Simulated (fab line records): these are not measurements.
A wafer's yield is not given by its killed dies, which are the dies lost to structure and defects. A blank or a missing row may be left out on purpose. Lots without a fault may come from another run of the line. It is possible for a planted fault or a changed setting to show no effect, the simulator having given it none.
fab line records || flow sky130
[record] {"lots": 13, "wafers": 39, "lastDay": 51}
route steps=708 shown METAL4@600
lots that met no fault: taken from a fault-free run of the same line
startH: hours from the record's first day to the start of the lot's first wafer shown || waitH: how many hours have passed since the lot's step before this one || " the same as in the row above || L1.1+2: several wafers, shown together as one row || - no value present, or no start provided || * or withheld: withheld || < > ~ a bound
route shown NAME@n: NAME is a module with steps in the file, n the number in the route of the first one || usual: mean and standard deviation over wafers with no fault || same: alike in all rows || chamber/n: place in a boat || sites: per-site readings || _std_site: the values' standard deviation || _edge_site: mean of outer sites minus mean of inner sites || radiusMm: how far each site lies from the wafer's centre || mask NAME#n: copy n || behind: tool/chamber where the wafer was last shaped || hold: the reason the lot was held/the length of the hold in hours/how it ended || device: names the non-switching transistor (n, p or np) || end of line: at the end of the route, the tests of the same wafers || a step with no rows: only its recipe || killed: not the wafer's yield, but the dies lost to structure and defects at the first sort || map: per-die view of a wafer (x killed, . not killed, _ where there is no die)
set.NAME: the setting as run; set.NAME@STEP: as run at that earlier step || model.NAME: the simulator's own value behind a step, which no gauge read
the route's steps for a sample of lots (tables are steps, rows are wafers)
services: the hour from which a tool's chamber was out of use, counted from the record's first day as startH (under 0 if before that day), plus the number of hours and why
[[steps]]
[step SKY_METAL4_SPUTTER_02]
[recipe] {"material": "AlCu", "targetThkNm": 735, "powerW": 10600, "timeS": 39.1, "chamberPressurePa": 0.4}
[usual] {"cathodeDcPowerW": "10600/1.8", "throttleValvePct": "29.8/1.6"}
{"lot.wafer": "L259.2", "tool": "pvdSputter-02", "chamber": "-", "startH": 958.78, "waitH": 0.0, "cathodeDcPowerW": 10600, "throttleValvePct": 29.3}
{"lot.wafer": "L259.5", "tool": "pvdSputter-02", "chamber": "-", "startH": 958.78, "waitH": 0.0, "cathodeDcPowerW": 10601, "throttleValvePct": 32.9}
{"lot.wafer": "L259.6", "tool": "pvdSputter-02", "chamber": "-", "startH": 958.78, "waitH": 0.0, "cathodeDcPowerW": 10600, "throttleValvePct": 28.9}
{"lot.wafer": "L260.1", "tool": "pvdSputter-04", "chamber": "-", "startH": 967.54, "waitH": 0.0, "cathodeDcPowerW": 10598, "throttleValvePct": 31.6}
{"lot.wafer": "L260.3", "tool": "pvdSputter-04", "chamber": "-", "startH": 967.54, "waitH": 0.0, "cathodeDcPowerW": 10600, "throttleValvePct": 30.7}
{"lot.wafer": "L260.5", "tool": "pvdSputter-04", "chamber": "-", "startH": 967.54, "waitH": 0.0, "cathodeDcPowerW": 10600, "throttleValvePct": 28.4}
{"lot.wafer": "L263.1", "tool": "pvdSputter-04", "chamber": "-", "startH": 983.77, "waitH": 0.0, "cathodeDcPowerW": 10599, "throttleValvePct": 30.6}
{"lot.wafer": "L263.4", "tool": "pvdSputter-04", "chamber": "-", "startH": 983.77, "waitH": 0.0, "cathodeDcPowerW": 10598, "throttleValvePct": 30.7}
{"lot.wafer": "L263.5", "tool": "pvdSputter-04", "chamber": "-", "startH": 983.77, "waitH": 0.0, "cathodeDcPowerW": 10599, "throttleValvePct": 28.7}
{"lot.wafer": "L264.1", "tool": "pvdSputter-03", "chamber": "-", "startH": 985.57, "waitH": 0.0, "cathodeDcPowerW": 10599, "throttleValvePct": 29.6}
{"lot.wafer": "L264.2", "tool": "pvdSputter-03", "chamber": "-", "startH": 985.57, "waitH": 0.0, "cathodeDcPowerW": 10602, "throttleValvePct": 31.5}
{"lot.wafer": "L264.3", "tool": "pvdSputter-03", "chamber": "-", "startH": 985.57, "waitH": 0.0, "cathodeDcPowerW": 10599, "throttleValvePct": 28.3}
{"lot.wafer": "L265.1", "tool": "pvdSputter-02", "chamber": "-", "startH": 989.06, "waitH": 0.0, "cathodeDcPowerW": 10602, "throttleValvePct": 29.2}
{"lot.wafer": "L265.3", "tool": "pvdSputter-02", "chamber": "-", "startH": 989.06, "waitH": 0.0, "cathodeDcPowerW": 10602, "throttleValvePct": 28.6}
{"lot.wafer": "L265.4", "tool": "pvdSputter-02", "chamber": "-", "startH": 989.06, "waitH": 0.0, "cathodeDcPowerW": 10601, "throttleValvePct": 27.2}
{"lot.wafer": "L266.1", "tool": "pvdSputter-02", "chamber": "-", "startH": 1002.47, "waitH": 0.0, "cathodeDcPowerW": 10602, "throttleValvePct": 27.3}
{"lot.wafer": "L266.2", "tool": "pvdSputter-02", "chamber": "-", "startH": 1002.47, "waitH": 0.0, "cathodeDcPowerW": 10599, "throttleValvePct": 28.9}
{"lot.wafer": "L266.3", "tool": "pvdSputter-02", "chamber": "-", "startH": 1002.47, "waitH": 0.0, "cathodeDcPowerW": 10600, "throttleValvePct": 32.6}
{"lot.wafer": "L267.1", "tool": "pvdSputter-03", "chamber": "-", "startH": 1003.43, "waitH": 0.0, "cathodeDcPowerW": 10600, "throttleValvePct": 31.4}
{"lot.wafer": "L267.2", "tool": "pvdSputter-03", "chamber": "-", "startH": 1003.43, "waitH": 0.0, "cathodeDcPowerW": 10598, "throttleValvePct": 29.6}
{"lot.wafer": "L267.3", "tool": "pvdSputter-03", "chamber": "-", "startH": 1003.43, "waitH": 0.0, "cathodeDcPowerW": 10603, "throttleValvePct": 29.3}
{"lot.wafer": "L268.1", "tool": "pvdSputter-04", "chamber": "-", "startH": 1010.56, "waitH": 0.0, "cathodeDcPowerW": 10600, "throttleValvePct": 30.9}
{"lot.wafer": "L268.5", "tool": "pvdSputter-04", "chamber": "-", "startH": 1010.56, "waitH": 0.0, "cathodeDcPowerW": 10601, "throttleValvePct": 31.4}
{"lot.wafer": "L268.6", "tool": "pvdSputter-04", "chamber": "-", "startH": 1010.56, "waitH": 0.0, "cathodeDcPowerW": 10600, "throttleValvePct": 28.7}
{"lot.wafer": "L269.3", "tool": "pvdSputter-03", "chamber": "-", "startH": 1023.53, "waitH": 0.0, "cathodeDcPowerW": 10596, "throttleValvePct": 28.2}
{"lot.wafer": "L269.4", "tool": "pvdSputter-03", "chamber": "-", "startH": 1023.53, "waitH": 0.0, "cathodeDcPowerW": 10600, "throttleValvePct": 29.1}
{"lot.wafer": "L269.5", "tool": "pvdSputter-03", "chamber": "-", "startH": 1023.53, "waitH": 0.0, "cathodeDcPowerW": 10598, "throttleValvePct": 31.4}
{"lot.wafer": "L270.4", "tool": "pvdSputter-03", "chamber": "-", "startH": 1030.08, "waitH": 0.0, "cathodeDcPowerW": 10599, "throttleValvePct": 29.3}
{"lot.wafer": "L270.5", "tool": "pvdSputter-03", "chamber": "-", "startH": 1030.08, "waitH": 0.0, "cathodeDcPowerW": 10598, "throttleValvePct": 29.6}
{"lot.wafer": "L270.6", "tool": "pvdSputter-03", "chamber": "-", "startH": 1030.08, "waitH": 0.0, "cathodeDcPowerW": 10598, "throttleValvePct": 28.3}
{"lot.wafer": "L277.1", "tool": "pvdSputter-03", "chamber": "-", "startH": 1070.92, "waitH": 0.0, "cathodeDcPowerW": 10601, "throttleValvePct": 29.5}
{"lot.wafer": "L277.3", "tool": "pvdSputter-03", "chamber": "-", "startH": 1070.92, "waitH": 0.0, "cathodeDcPowerW": 10600, "throttleValvePct": 29.7}
{"lot.wafer": "L277.5", "tool": "pvdSputter-03", "chamber": "-", "startH": 1070.92, "waitH": 0.0, "cathodeDcPowerW": 10596, "throttleValvePct": 28.5}
{"lot.wafer": "L281.4", "tool": "pvdSputter-04", "chamber": "-", "startH": 1092.97, "waitH": 0.0, "cathodeDcPowerW": 10599, "throttleValvePct": 31.7}
{"lot.wafer": "L281.5", "tool": "pvdSputter-04", "chamber": "-", "startH": 1092.97, "waitH": 0.0, "cathodeDcPowerW": 10602, "throttleValvePct": 31.4}
{"lot.wafer": "L281.6", "tool": "pvdSputter-04", "chamber": "-", "startH": 1092.97, "waitH": 0.0, "cathodeDcPowerW": 10603, "throttleValvePct": 28.6}
{"lot.wafer": "L282.1", "tool": "pvdSputter-04", "chamber": "-", "startH": 1103.53, "waitH": 0.0, "cathodeDcPowerW": 10598, "throttleValvePct": 28.6}
{"lot.wafer": "L282.3", "tool": "pvdSputter-04", "chamber": "-", "startH": 1103.53, "waitH": 0.0, "cathodeDcPowerW": 10599, "throttleValvePct": 30.5}
{"lot.wafer": "L282.5", "tool": "pvdSputter-04", "chamber": "-", "startH": 1103.53, "waitH": 0.0, "cathodeDcPowerW": 10599, "throttleValvePct": 30.5}
[step SKY_METAL4_METAL_ETCH_18]
[recipe] {"targetDepthA": 8450, "stopOn": "SiO2", "overEtchFrac": 0.3, "timeS": 183.1, "chemistry": "Cl2/BCl3", "resistSidewallDeg": 88, "pressureMtorr": 10, "icpW": 900, "biasW": 48.5, "Cl2_flow_sccm": 60, "bcl3FlowSccm": 30}
[usual] {"chamberPressureMTorr": "9.999/0.0084", "drypumpMotorCurrentA": "5.85/0.24", "heBacksideLeakSccm": "3.42/0.23", "oesProductAu": "0.866/0.0061", "throttleValvePct": "22.264/0.009"}
{"lot.wafer": "L259.2", "tool": "rieMetal-03", "chamber": 0, "startH": 1008.07, "waitH": 0.0, "chamberPressureMTorr": 10.022, "drypumpMotorCurrentA": 6.20, "heBacksideLeakSccm": 3.05, "oesProductAu": 0.869, "rfHoursCounterH": 8, "throttleValvePct": 22.265}
{"lot.wafer": "L259.5", "tool": "rieMetal-03", "chamber": 1, "startH": 1008.07, "waitH": 0.0, "chamberPressureMTorr": 10.003, "drypumpMotorCurrentA": 5.65, "heBacksideLeakSccm": 3.38, "oesProductAu": 0.863, "rfHoursCounterH": "-", "throttleValvePct": 22.266}
{"lot.wafer": "L259.6", "tool": "rieMetal-03", "chamber": 0, "startH": 1008.07, "waitH": 0.0, "chamberPressureMTorr": 10.005, "drypumpMotorCurrentA": 6.22, "heBacksideLeakSccm": 3.40, "oesProductAu": 0.865, "rfHoursCounterH": "-", "throttleValvePct": 22.242}
{"lot.wafer": "L260.1", "tool": "rieMetal-01", "chamber": 0, "startH": 1016.17, "waitH": 0.0, "chamberPressureMTorr": 10.007, "drypumpMotorCurrentA": 5.77, "heBacksideLeakSccm": 3.92, "oesProductAu": 0.873, "rfHoursCounterH": 17, "throttleValvePct": 22.281}
{"lot.wafer": "L260.3", "tool": "rieMetal-01", "chamber": 0, "startH": 1016.17, "waitH": 0.0, "chamberPressureMTorr": 9.990, "drypumpMotorCurrentA": 5.78, "heBacksideLeakSccm": 3.85, "oesProductAu": 0.860, "rfHoursCounterH": "-", "throttleValvePct": 22.265}
{"lot.wafer": "L260.5", "tool": "rieMetal-01", "chamber": 0, "startH": 1016.17, "waitH": 0.0, "chamberPressureMTorr": 9.996, "drypumpMotorCurrentA": 5.76, "heBacksideLeakSccm": 3.93, "oesProductAu": 0.863, "rfHoursCounterH": "-", "throttleValvePct": 22.270}
{"lot.wafer": "L263.1", "tool": "rieMetal-03", "chamber": 0, "startH": 1032.37, "waitH": 0.0, "chamberPressureMTorr": 9.987, "drypumpMotorCurrentA": 6.21, "heBacksideLeakSccm": 3.29, "oesProductAu": 0.877, "rfHoursCounterH": 9, "throttleValvePct": 22.266}
{"lot.wafer": "L263.4", "tool": "rieMetal-03", "chamber": 0, "startH": 1032.37, "waitH": 0.0, "chamberPressureMTorr": 10.002, "drypumpMotorCurrentA": 6.24, "heBacksideLeakSccm": 3.23, "oesProductAu": 0.866, "rfHoursCounterH": "-", "throttleValvePct": 22.276}
{"lot.wafer": "L263.5", "tool": "rieMetal-03", "chamber": 1, "startH": 1032.37, "waitH": 0.0, "chamberPressureMTorr": 9.995, "drypumpMotorCurrentA": 5.66, "heBacksideLeakSccm": 3.45, "oesProductAu": 0.856, "rfHoursCounterH": "-", "throttleValvePct": 22.265}
{"lot.wafer": "L264.1", "tool": "rieMetal-04", "chamber": 1, "startH": 1035.07, "waitH": 0.0, "chamberPressureMTorr": 9.995, "drypumpMotorCurrentA": 5.58, "heBacksideLeakSccm": 3.02, "oesProductAu": 0.867, "rfHoursCounterH": 9, "throttleValvePct": 22.274}
{"lot.wafer": "L264.2", "tool": "rieMetal-04", "chamber": 0, "startH": 1035.07, "waitH": 0.0, "chamberPressureMTorr": 9.997, "drypumpMotorCurrentA": 5.71, "heBacksideLeakSccm": 3.30, "oesProductAu": 0.856, "rfHoursCounterH": 16, "throttleValvePct": 22.255}
{"lot.wafer": "L264.3", "tool": "rieMetal-04", "chamber": 0, "startH": 1035.07, "waitH": 0.0, "chamberPressureMTorr": 10.002, "drypumpMotorCurrentA": 5.71, "heBacksideLeakSccm": 3.26, "oesProductAu": 0.862, "rfHoursCounterH": "-", "throttleValvePct": 22.271}
{"lot.wafer": "L265.1", "tool": "rieMetal-01", "chamber": 1, "startH": 1038.02, "waitH": 0.0, "chamberPressureMTorr": 9.983, "drypumpMotorCurrentA": 6.03, "heBacksideLeakSccm": 3.34, "oesProductAu": 0.865, "rfHoursCounterH": 5, "throttleValvePct": 22.282}
{"lot.wafer": "L265.3", "tool": "rieMetal-01", "chamber": 0, "startH": 1038.02, "waitH": 0.0, "chamberPressureMTorr": 10.000, "drypumpMotorCurrentA": 5.78, "heBacksideLeakSccm": 3.59, "oesProductAu": 0.862, "rfHoursCounterH": "-", "throttleValvePct": 22.275}
{"lot.wafer": "L265.4", "tool": "rieMetal-01", "chamber": 1, "startH": 1038.02, "waitH": 0.0, "chamberPressureMTorr": 10.001, "drypumpMotorCurrentA": 6.04, "heBacksideLeakSccm": 3.46, "oesProductAu": 0.868, "rfHoursCounterH": "-", "throttleValvePct": 22.257}
{"lot.wafer": "L266.1", "tool": "rieMetal-01", "chamber": 1, "startH": 1050.47, "waitH": 0.0, "chamberPressureMTorr": 9.995, "drypumpMotorCurrentA": 6.05, "heBacksideLeakSccm": 3.38, "oesProductAu": 0.874, "rfHoursCounterH": 6, "throttleValvePct": 22.265}
{"lot.wafer": "L266.2", "tool": "rieMetal-01", "chamber": 0, "startH": 1050.47, "waitH": 0.0, "chamberPressureMTorr": 10.004, "drypumpMotorCurrentA": 5.78, "heBacksideLeakSccm": 3.52, "oesProductAu": 0.879, "rfHoursCounterH": 19, "throttleValvePct": 22.265}
{"lot.wafer": "L266.3", "tool": "rieMetal-01", "chamber": 0, "startH": 1050.47, "waitH": 0.0, "chamberPressureMTorr": 9.995, "drypumpMotorCurrentA": 5.79, "heBacksideLeakSccm": 3.55, "oesProductAu": 0.863, "rfHoursCounterH": "-", "throttleValvePct": 22.274}
{"lot.wafer": "L267.1", "tool": "rieMetal-03", "chamber": 0, "startH": 1050.56, "waitH": 0.0, "chamberPressureMTorr": 10.006, "drypumpMotorCurrentA": 6.20, "heBacksideLeakSccm": 3.26, "oesProductAu": 0.859, "rfHoursCounterH": 11, "throttleValvePct": 22.265}
{"lot.wafer": "L267.2", "tool": "rieMetal-03", "chamber": 1, "startH": 1050.56, "waitH": 0.0, "chamberPressureMTorr": 9.983, "drypumpMotorCurrentA": 5.62, "heBacksideLeakSccm": 3.56, "oesProductAu": 0.859, "rfHoursCounterH": 20, "throttleValvePct": 22.270}
{"lot.wafer": "L267.3", "tool": "rieMetal-03", "chamber": 0, "startH": 1050.56, "waitH": 0.0, "chamberPressureMTorr": 10.003, "drypumpMotorCurrentA": 6.20, "heBacksideLeakSccm": 3.38, "oesProductAu": 0.855, "rfHoursCounterH": "-", "throttleValvePct": 22.277}
{"lot.wafer": "L268.1", "tool": "rieMetal-03", "chamber": 0, "startH": 1059.02, "waitH": 0.0, "chamberPressureMTorr": 9.988, "drypumpMotorCurrentA": 6.23, "heBacksideLeakSccm": 3.41, "oesProductAu": 0.870, "rfHoursCounterH": 11, "throttleValvePct": 22.263}
{"lot.wafer": "L268.5", "tool": "rieMetal-03", "chamber": 1, "startH": 1059.02, "waitH": 0.0, "chamberPressureMTorr": 10.015, "drypumpMotorCurrentA": 5.64, "heBacksideLeakSccm": 3.41, "oesProductAu": 0.859, "rfHoursCounterH": "-", "throttleValvePct": 22.254}
{"lot.wafer": "L268.6", "tool": "rieMetal-03", "chamber": 0, "startH": 1059.02, "waitH": 0.0, "chamberPressureMTorr": 10.007, "drypumpMotorCurrentA": 6.23, "heBacksideLeakSccm": 3.19, "oesProductAu": 0.863, "rfHoursCounterH": "-", "throttleValvePct": 22.267}
{"lot.wafer": "L269.3", "tool": "rieMetal-03", "chamber": 1, "startH": 1071.73, "waitH": 0.1, "chamberPressureMTorr": 9.994, "drypumpMotorCurrentA": 5.63, "heBacksideLeakSccm": 3.42, "oesProductAu": 0.870, "rfHoursCounterH": "-", "throttleValvePct": 22.262}
{"lot.wafer": "L269.4", "tool": "rieMetal-03", "chamber": 0, "startH": 1071.73, "waitH": 0.1, "chamberPressureMTorr": 10.001, "drypumpMotorCurrentA": 6.21, "heBacksideLeakSccm": 4.78, "oesProductAu": 0.864, "rfHoursCounterH": "-", "throttleValvePct": 22.271}
{"lot.wafer": "L269.5", "tool": "rieMetal-03", "chamber": 0, "startH": 1071.73, "waitH": 0.1, "chamberPressureMTorr": 10.007, "drypumpMotorCurrentA": 6.24, "heBacksideLeakSccm": 3.51, "oesProductAu": 0.860, "rfHoursCounterH": "-", "throttleValvePct": 22.258}
{"lot.wafer": "L270.4", "tool": "rieMetal-04", "chamber": 0, "startH": 1077.87, "waitH": 0.1, "chamberPressureMTorr": 10.005, "drypumpMotorCurrentA": 5.75, "heBacksideLeakSccm": 3.19, "oesProductAu": 0.872, "rfHoursCounterH": "-", "throttleValvePct": 22.247}
{"lot.wafer": "L270.5", "tool": "rieMetal-04", "chamber": 0, "startH": 1077.87, "waitH": 0.1, "chamberPressureMTorr": 9.999, "drypumpMotorCurrentA": 5.75, "heBacksideLeakSccm": 3.43, "oesProductAu": 0.876, "rfHoursCounterH": "-", "throttleValvePct": 22.255}
{"lot.wafer": "L270.6", "tool": "rieMetal-04", "chamber": 1, "startH": 1077.87, "waitH": 0.1, "chamberPressureMTorr": 10.000, "drypumpMotorCurrentA": 5.56, "heBacksideLeakSccm": 3.00, "oesProductAu": 0.871, "rfHoursCounterH": "-", "throttleValvePct": 22.268}
{"lot.wafer": "L277.1", "tool": "rieMetal-01", "chamber": 1, "startH": 1114.92, "waitH": 0.0, "chamberPressureMTorr": 10.004, "drypumpMotorCurrentA": 6.04, "heBacksideLeakSccm": 3.42, "oesProductAu": 0.978, "rfHoursCounterH": 11, "throttleValvePct": 22.255}
{"lot.wafer": "L277.3", "tool": "rieMetal-01", "chamber": 1, "startH": 1114.92, "waitH": 0.0, "chamberPressureMTorr": 10.005, "drypumpMotorCurrentA": 6.03, "heBacksideLeakSccm": 3.40, "oesProductAu": 0.973, "rfHoursCounterH": "-", "throttleValvePct": 22.264}
{"lot.wafer": "L277.5", "tool": "rieMetal-01", "chamber": 1, "startH": 1114.92, "waitH": 0.0, "chamberPressureMTorr": 10.015, "drypumpMotorCurrentA": 6.04, "heBacksideLeakSccm": 3.69, "oesProductAu": 0.858, "rfHoursCounterH": "-", "throttleValvePct": 22.250}
{"lot.wafer": "L281.4", "tool": "rieMetal-01", "chamber": 0, "startH": 1135.77, "waitH": 0.1, "chamberPressureMTorr": 10.007, "drypumpMotorCurrentA": 5.77, "heBacksideLeakSccm": 3.40, "oesProductAu": 0.867, "rfHoursCounterH": "-", "throttleValvePct": 22.257}
{"lot.wafer": "L281.5", "tool": "rieMetal-01", "chamber": 1, "startH": 1135.77, "waitH": 0.1, "chamberPressureMTorr": 9.996, "drypumpMotorCurrentA": 6.02, "heBacksideLeakSccm": 3.67, "oesProductAu": 0.870, "rfHoursCounterH": "-", "throttleValvePct": 22.265}
{"lot.wafer": "L281.6", "tool": "rieMetal-01", "chamber": 0, "startH": 1135.77, "waitH": 0.1, "chamberPressureMTorr": 9.990, "drypumpMotorCurrentA": 5.78, "heBacksideLeakSccm": 3.42, "oesProductAu": 0.870, "rfHoursCounterH": "-", "throttleValvePct": 22.269}
{"lot.wafer": "L282.1", "tool": "rieMetal-03", "chamber": 1, "startH": 1145.37, "waitH": 0.0, "chamberPressureMTorr": 10.002, "drypumpMotorCurrentA": 5.62, "heBacksideLeakSccm": 3.45, "oesProductAu": 0.869, "rfHoursCounterH": 28, "throttleValvePct": 22.264}
{"lot.wafer": "L282.3", "tool": "rieMetal-03", "chamber": 1, "startH": 1145.37, "waitH": 0.0, "chamberPressureMTorr": 10.009, "drypumpMotorCurrentA": 5.64, "heBacksideLeakSccm": 3.51, "oesProductAu": 0.876, "rfHoursCounterH": "-", "throttleValvePct": 22.259}
{"lot.wafer": "L282.5", "tool": "rieMetal-03", "chamber": 0, "startH": 1145.37, "waitH": 0.0, "chamberPressureMTorr": 9.995, "drypumpMotorCurrentA": 6.22, "heBacksideLeakSccm": 3.43, "oesProductAu": 0.878, "rfHoursCounterH": "-", "throttleValvePct": 22.253}
[[services]]
{"tool": "rieMetal-01", "chamber": 0, "startH": 963.91, "hours": 4.2, "kind": "repair"}
{"tool": "pvdSputter-04", "chamber": "-", "startH": 975.56, "hours": 4.8, "kind": "repair"}
{"tool": "rieMetal-04", "chamber": 0, "startH": 985.94, "hours": 1.2, "kind": "repair"}
{"tool": "pvdSputter-02", "chamber": "-", "startH": 995.26, "hours": 0.9, "kind": "repair"}
{"tool": "pvdSputter-03", "chamber": "-", "startH": 1026.05, "hours": 0.8, "kind": "repair"}
{"tool": "pvdSputter-04", "chamber": "-", "startH": 1039.09, "hours": 1.9, "kind": "repair"}
[[key]]
[firstSign] {"step": "SKY_METAL4_METAL_ETCH_18", "reading": "oesProductAu", "direction": "up", "sigmas": 18, "usual": 0.866, "struck": 0.976}
effect none on later readings
metAt SKY_METAL4_SPUTTER_02
struckLots L277
struckWafers L277.1,L277.3
sortLeftOut L277.1,L277.3
onsetBetween 1030.08 1070.92
[fault] {"kind": "processParameterDrift", "tool": "pvdSputter-03", "chamber": "-", "onsetH": 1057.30, "steps": "SKY_METAL4_SPUTTER_02", "channel": "timeS", "offset": "*", "shape": "step", "endH": 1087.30, "scope": "struckWafersOnly", "actsIn": "*", "stated": "*"}
// sortLeftOut: the simulated sort isn't trusted on such a fault, so these wafers' sort isn't shown, and their yield isn't known
